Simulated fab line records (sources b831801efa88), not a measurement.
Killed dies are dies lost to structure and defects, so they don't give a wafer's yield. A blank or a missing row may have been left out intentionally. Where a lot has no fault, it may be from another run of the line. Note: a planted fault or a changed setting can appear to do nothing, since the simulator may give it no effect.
Chamber matching ; flow sky130 ; SKY_VIA1_CMP_02 on cmp-02 has 4 sister chambers
The step polishes SiO2. 27 wafers are shown with their chamber, then 12 later ones without.

== EACH WAFER AND ITS CHAMBER ==
wafer;chamber;motor current A (A);slurry filter dp kPa (kPa);retaining ring pressure frac
L076.3;0;12.6;13.38;1.007
L076.5;2;11.7;13.45;0.996
L076.6;3;9.8;13.42;1.004
L077.1;0;13.4;13.61;1.004
L077.3;1;12.8;13.40;1.007
L077.4;2;12.6;13.46;0.997
L079.3;1;12.3;13.79;1.002
L079.4;3;10.3;13.52;0.994
L079.6;3;9.8;13.72;1.006
L080.1;2;12.3;13.61;1.002
L080.3;3;9.7;13.46;0.997
L080.6;1;13.3;13.49;1.002
L083.1;0;12.9;13.32;1.000
L083.2;2;12.3;13.47;0.995
L083.4;1;12.5;13.46;0.994
L085.1;2;12.8;13.39;0.999
L085.4;0;13.1;13.29;0.998
L085.6;2;12.8;13.70;0.994
L084.2;1;13.8;13.62;0.998
L084.5;2;12.7;13.83;1.006
L084.6;3;10.6;13.37;1.003
L087.3;1;13.0;13.45;1.003
L087.4;0;12.9;13.22;1.004
L087.6;2;12.6;13.55;1.000
L090.3;2;12.0;13.75;1.012
L090.5;1;12.3;13.47;1.001
L090.6;0;13.2;13.62;0.992

SIGNATURES (averages over the wafers above)
reading;chamber 0;chamber 1;chamber 2;chamber 3;scatter within a chamber
motor current A;13.017;12.857;12.422;10.040;0.418
slurry filter dp kPa;13.4067;13.5257;13.5789;13.4980;0.149
retaining ring pressure frac;1.00083;1.00100;1.00011;1.00080;0.00519
Rule: a wafer's distance from a chamber is the root of the sum, over the readings, of the square of ((its reading less the chamber's mean) divided by the reading's scatter). The wafer belongs to the nearest chamber; if the next one is less than 2 further off, it can't be placed. The scatter is the square root of a quotient: the sum, over the shown wafers, of each reading's squared deviation from its chamber's mean, divided by wafers minus chambers.

== WAFERS WITHOUT THEIR CHAMBER ==
wafer;motor current A (A);slurry filter dp kPa (kPa);retaining ring pressure frac
L092.1;10.2;13.53;0.998
L092.3;12.4;13.46;1.000
L092.5;12.1;13.52;1.002
L093.2;13.8;13.87;1.003
L093.4;9.7;13.47;1.002
L093.6;10.5;13.43;0.992
L096.1;12.8;13.59;1.000
L096.3;13.0;13.37;1.006
L096.4;10.2;13.38;0.996
L097.2;12.5;13.56;1.007
L097.4;12.7;13.44;1.002
L097.5;9.9;13.43;1.009

== WHICH CHAMBER EACH WENT THROUGH ==
wafer;from the rows above;in truth
L092.1;3;3
L092.3;can't be placed: 2 or 1 or 0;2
L092.5;can't be placed: 2 or 1 or 0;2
L093.2;can't be placed: 1 or 0 or 2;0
L093.4;3;3
L093.6;3;3
L096.1;can't be placed: 1 or 2 or 0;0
L096.3;can't be placed: 0 or 1 or 2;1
L096.4;3;3
L097.2;can't be placed: 2 or 1 or 0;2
L097.4;can't be placed: 1 or 0 or 2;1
L097.5;3;3
Correctly placed: 5 of 12. Unplaceable from these rows: 7, with the true chamber sitting among the candidates in 7. 0 placed wrongly.
